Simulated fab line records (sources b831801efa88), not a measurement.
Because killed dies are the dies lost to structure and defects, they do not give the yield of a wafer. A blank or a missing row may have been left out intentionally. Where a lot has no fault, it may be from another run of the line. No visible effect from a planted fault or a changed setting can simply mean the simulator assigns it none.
What tool caused it? || flow gf180mcu || Sampling: 13 lots, 39 wafers, 2 of 602 route steps

## WHAT THE GAUGES READ, wafer by wafer
GF_SALICIDE_RS_MEAS_04: a four-point-probe measurement. Usual: for SALICIDE_TIN_RS the level is 16.2 ohm/sq and the standard deviation is 0.31.
{"lot": "L276", "measured": "day 15 05:45", "on": "film metro-01", "SALICIDE_TIN_RS (ohm/sq)": "16.0 16.0 16.1", "flag": ""}
{"lot": "L278", "measured": "day 15 16:18", "on": "film metro-02", "SALICIDE_TIN_RS (ohm/sq)": "15.9 15.8 16.0", "flag": ""}
{"lot": "L281", "measured": "day 16 11:08", "on": "film metro-01", "SALICIDE_TIN_RS (ohm/sq)": "16.3 16.2 15.9", "flag": ""}
{"lot": "L282", "measured": "day 17 00:53", "on": "film metro-04", "SALICIDE_TIN_RS (ohm/sq)": "16.4 16.5 16.5", "flag": ""}
{"lot": "L285", "measured": "day 18 23:23", "on": "film metro-01", "SALICIDE_TIN_RS (ohm/sq)": "16.1 15.9 16.0", "flag": ""}
{"lot": "L287", "measured": "day 19 08:00", "on": "film metro-02", "SALICIDE_TIN_RS (ohm/sq)": "16.0 15.9 15.9", "flag": ""}
{"lot": "L286", "measured": "day 19 10:56", "on": "film metro-02", "SALICIDE_TIN_RS (ohm/sq)": "16.2 16.1 16.0", "flag": ""}
{"lot": "L288", "measured": "day 19 14:48", "on": "film metro-01", "SALICIDE_TIN_RS (ohm/sq)": "16.3 15.8 16.0", "flag": ""}
{"lot": "L289", "measured": "day 20 00:02", "on": "film metro-01", "SALICIDE_TIN_RS (ohm/sq)": "15.8 15.9 16.1", "flag": ""}
{"lot": "L291", "measured": "day 20 10:17", "on": "film metro-02", "SALICIDE_TIN_RS (ohm/sq)": "16.1 16.0 15.9", "flag": ""}
{"lot": "L292", "measured": "day 20 15:04", "on": "film metro-01", "SALICIDE_TIN_RS (ohm/sq)": "16.6 16.7 16.5", "flag": ""}
{"lot": "L293", "measured": "day 21 00:32", "on": "film metro-01", "SALICIDE_TIN_RS (ohm/sq)": "16.0 15.8 15.9", "flag": ""}
{"lot": "L297", "measured": "day 23 00:32", "on": "film metro-01", "SALICIDE_TIN_RS (ohm/sq)": "16.1 16.2 16.0", "flag": ""}

GF_SALICIDE_THK_MEAS_05: measures by xrf. Usual: for SALICIDE_TIN_THK the level is 20.2 nm and the standard deviation is 0.3.
{"lot": "L276", "measured": "day 15 05:51", "on": "film metro-01", "SALICIDE_TIN_THK (nm)": "20.4 20.2 20.0", "flag": ""}
{"lot": "L278", "measured": "day 15 16:25", "on": "film metro-02", "SALICIDE_TIN_THK (nm)": "19.8 20.1 19.7", "flag": ""}
{"lot": "L281", "measured": "day 16 11:14", "on": "film metro-01", "SALICIDE_TIN_THK (nm)": "19.7 19.9 19.9", "flag": ""}
{"lot": "L282", "measured": "day 17 01:01", "on": "film metro-04", "SALICIDE_TIN_THK (nm)": "20.3 20.2 20.3", "flag": ""}
{"lot": "L285", "measured": "day 18 23:30", "on": "film metro-01", "SALICIDE_TIN_THK (nm)": "20.5 20.1 20.4", "flag": ""}
{"lot": "L287", "measured": "day 19 08:07", "on": "film metro-02", "SALICIDE_TIN_THK (nm)": "20.5 20.6 20.1", "flag": ""}
{"lot": "L286", "measured": "day 19 11:03", "on": "film metro-02", "SALICIDE_TIN_THK (nm)": "19.9 19.9 20.0", "flag": ""}
{"lot": "L288", "measured": "day 19 14:55", "on": "film metro-01", "SALICIDE_TIN_THK (nm)": "20.3 20.0 20.6", "flag": ""}
{"lot": "L289", "measured": "day 20 00:09", "on": "film metro-01", "SALICIDE_TIN_THK (nm)": "20.4 20.3 20.0", "flag": ""}
{"lot": "L291", "measured": "day 20 10:23", "on": "film metro-02", "SALICIDE_TIN_THK (nm)": "20.0 20.6 20.4", "flag": ""}
{"lot": "L292", "measured": "day 20 15:11", "on": "film metro-01", "SALICIDE_TIN_THK (nm)": "20.1 20.0 20.1", "flag": ""}
{"lot": "L293", "measured": "day 21 00:40", "on": "film metro-01", "SALICIDE_TIN_THK (nm)": "20.8 21.1 20.9", "flag": ""}
{"lot": "L297", "measured": "day 23 00:38", "on": "film metro-01", "SALICIDE_TIN_THK (nm)": "20.1 20.2 20.1", "flag": ""}

## TOOL THAT RAN EACH LOT (tool first, then ch and the chambers of the sampled wafers, then the start)
Before these readings, the record contains no process step.

## AS READ BY THE TOOLS THEMSELVES (means over the sampled wafers that have a number; for cases with no such wafer, the mark the record gives instead)
The record holds no such reading with a usual standard deviation.

## THE ANSWER, worked out from the rows above alone
Rule: take the mean of a lot's wafers that have a number; if it is more than 3 standard deviations from the usual mean, the lot is off. Also off: a lot with no number at a reading for which 4 or more lots have one. Any other lot the step has rows for is counted as sound. The gauges are gone through in route order, then the tools' own readings, and for those a lot's mean is taken as printed above. The first step at which some lot is off is used, and at that step the reading that is off furthest; a lot without a number counts as furthest.
No lot is off at any reading shown: from this, nothing can be told.

## WHAT HAD BEEN PUT IN BY THE SIMULATOR
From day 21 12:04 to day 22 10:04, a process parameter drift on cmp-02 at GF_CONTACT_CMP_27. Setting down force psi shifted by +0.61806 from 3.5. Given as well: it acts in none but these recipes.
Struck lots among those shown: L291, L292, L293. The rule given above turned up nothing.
